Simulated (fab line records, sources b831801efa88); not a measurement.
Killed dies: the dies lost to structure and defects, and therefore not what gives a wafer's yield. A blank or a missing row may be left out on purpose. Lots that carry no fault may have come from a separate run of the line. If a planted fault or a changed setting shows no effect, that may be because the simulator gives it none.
fab line records ; flow sfqLine
[record] lots = 14; wafers = 42; lastDay = 91
route steps=325 shown JJ@188
lots with no fault: from the same line, run without faults
startH: start of the lot's first displayed wafer, in hours after the record's first day ; waitH: hours from the lot's prior step to this one ; " the same as in the row above ; L1.1+2: one row covering several wafers at once ; - value missing, or start not given ; * or withheld: withheld ; < > ~ a bound
route shown NAME@n: a module of which the file shows steps, and the number in the route of the first ; usual: the fault-free wafers' mean and standard deviation ; same: alike in all rows ; chamber/n: place in a boat ; sites: per-site readings ; _std_site: the standard deviation of these ; _edge_site: inner sites' mean taken away from outer sites' mean ; radiusMm: how far each site lies from the wafer's centre ; mask NAME#n: copy n ; behind: the last tool/chamber to shape the wafer ; hold: reason for holding the lot/hours on hold/outcome of the hold ; device: the transistor (n, p or np) that didn't switch ; end of line: the tests these same wafers got at the end of their route ; a step with no rows: only its recipe ; killed: the dies lost at the first sort to structure and to defects; this is not the yield of the wafer ; map: a wafer's dies, marking killed ones x, the rest . and places with no die _
set.NAME: the run value of the setting; set.NAME@STEP: its run value at that earlier step ; model.NAME: the simulator's own value behind a step, which no gauge read
the route's steps for a sample of lots (tables are steps, rows are wafers)
services: a tool's chamber out of use, with start hour (startH, from the record's first day; less than 0 if before it), hours out, and reason
[[steps]]
[step SFQ_TRILAYER_JJ_CE_LITHO_EXPOSE_115]
[recipe] maskId = J5; na = 0.6; sourceShape = conventional; sigmaOuter = 0.65; targetCdNm = 700; doseMj = 14.4
lot.wafer;tool;chamber;startH;waitH;mask
L417.4+5+6;krfScanner-02;0;1386.85;-;J5#0
L418.1+4+6;krfScanner-02;0;1391.05;-;J5#0
L420.1+2+4;krfScanner-02;0;1405.45;-;J5#0
L421.3+5+6;krfScanner-02;0;1417.85;-;J5#0
L422.1+2+3;krfScanner-02;0;1422.25;-;J5#0
L423.1+3+6;krfScanner-01;0;1470.37;-;J5#0
L424.1+4+5;krfScanner-01;0;1471.57;-;J5#0
L425.3+5+6;krfScanner-01;0;1482.57;-;J5#0
L426.4+5+6;krfScanner-01;0;1485.17;-;J5#0
L427.3+4+5;krfScanner-01;0;1491.99;-;J5#0
L428.3+5+6;krfScanner-01;0;1513.52;-;J5#0
L433.3+4+5;krfScanner-02;0;1544.10;-;J5#0
L435.4+5+6;krfScanner-02;0;1573.34;-;J5#0
L436.1+5+6;krfScanner-02;0;1589.51;-;J5#0
[step SFQ_JJ_OVL_MEAS_931]
[usual] J5_OVL = -1/4.5
lot.wafer;tool;chamber;startH;waitH;J5_OVL[nm]
L417.4;overlay-01;-;1387.76;0.1;-3
L417.5;overlay-01;-;1387.76;0.1;-3
L417.6;overlay-01;-;1387.76;0.1;-12
L418.1;overlay-01;-;1392.55;0.1;-4
L418.4;overlay-01;-;1392.55;0.1;0
L418.6;overlay-01;-;1392.55;0.1;-4
L420.1;overlay-01;-;1406.95;0.1;6
L420.2;overlay-01;-;1406.95;0.1;6
L420.4;overlay-01;-;1406.95;0.1;7
L421.3;overlay-01;-;1418.96;0.1;2
L421.5;overlay-01;-;1418.96;0.1;2
L421.6;overlay-01;-;1418.96;0.1;1
L422.1;overlay-01;-;1423.75;0.1;-5
L422.2;overlay-01;-;1423.75;0.1;-4
L422.3;overlay-01;-;1423.75;0.1;-3
L423.1;overlay-01;-;1471.87;0.1;-9
L423.3;overlay-01;-;1471.87;0.1;-3
L423.6;overlay-01;-;1471.87;0.1;3
L424.1;overlay-01;-;1473.07;0.1;1
L424.4;overlay-01;-;1473.07;0.1;-2
L424.5;overlay-01;-;1473.07;0.1;2
L425.3;overlay-01;-;1483.68;0.1;-3
L425.5;overlay-01;-;1483.68;0.1;-3
L425.6;overlay-01;-;1483.68;0.1;-3
L426.4;overlay-01;-;1486.09;0.1;-3
L426.5;overlay-01;-;1486.09;0.1;-7
L426.6;overlay-01;-;1486.09;0.1;-10
L427.3;overlay-02;-;1493.11;0.1;-6
L427.4;overlay-02;-;1493.11;0.1;2
L427.5;overlay-02;-;1493.11;0.1;-1
L428.3;overlay-01;-;1514.63;0.1;-1
L428.5;overlay-01;-;1514.63;0.1;-3
L428.6;overlay-01;-;1514.63;0.1;-4
L433.3;overlay-02;-;1545.21;0.1;-1
L433.4;overlay-02;-;1545.21;0.1;2
L433.5;overlay-02;-;1545.21;0.1;6
L435.4;overlay-01;-;1574.26;0.1;90
L435.5;overlay-01;-;1574.26;0.1;100
L435.6;overlay-01;-;1574.26;0.1;91
L436.1;overlay-02;-;1591.01;0.1;106
L436.5;overlay-02;-;1591.01;0.1;103
L436.6;overlay-02;-;1591.01;0.1;97
[[services]]
tool;chamber;startH;hours;kind
krfScanner-02;-;1425.85;0.8;pm
krfScanner-02;-;1452.39;1.0;pm
krfScanner-02;-;1493.00;3.6;pm
krfScanner-01;-;1498.97;5.0;repair
krfScanner-01;-;1514.32;1.0;pm
krfScanner-02;-;1535.08;1.3;pm
krfScanner-01;-;1536.81;1.3;pm
[[key]]
[firstSign] step = SFQ_JJ_OVL_MEAS_931; reading = J5_OVL; direction = up; sigmas = 22; usual = -1; struck = 98
effect none on later readings
metAt SFQ_TRILAYER_JJ_CE_LITHO_EXPOSE_115
struckLots L435,L436
onsetBetween 1544.10 1573.34
alsoFits time
[fault] kind = scannerMatchingOverlay; tool = krfScanner-02; chamber = -; onsetH = 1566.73; steps = SFQ_TRILAYER_JJ_CE_LITHO_EXPOSE_115; offset = 92.597
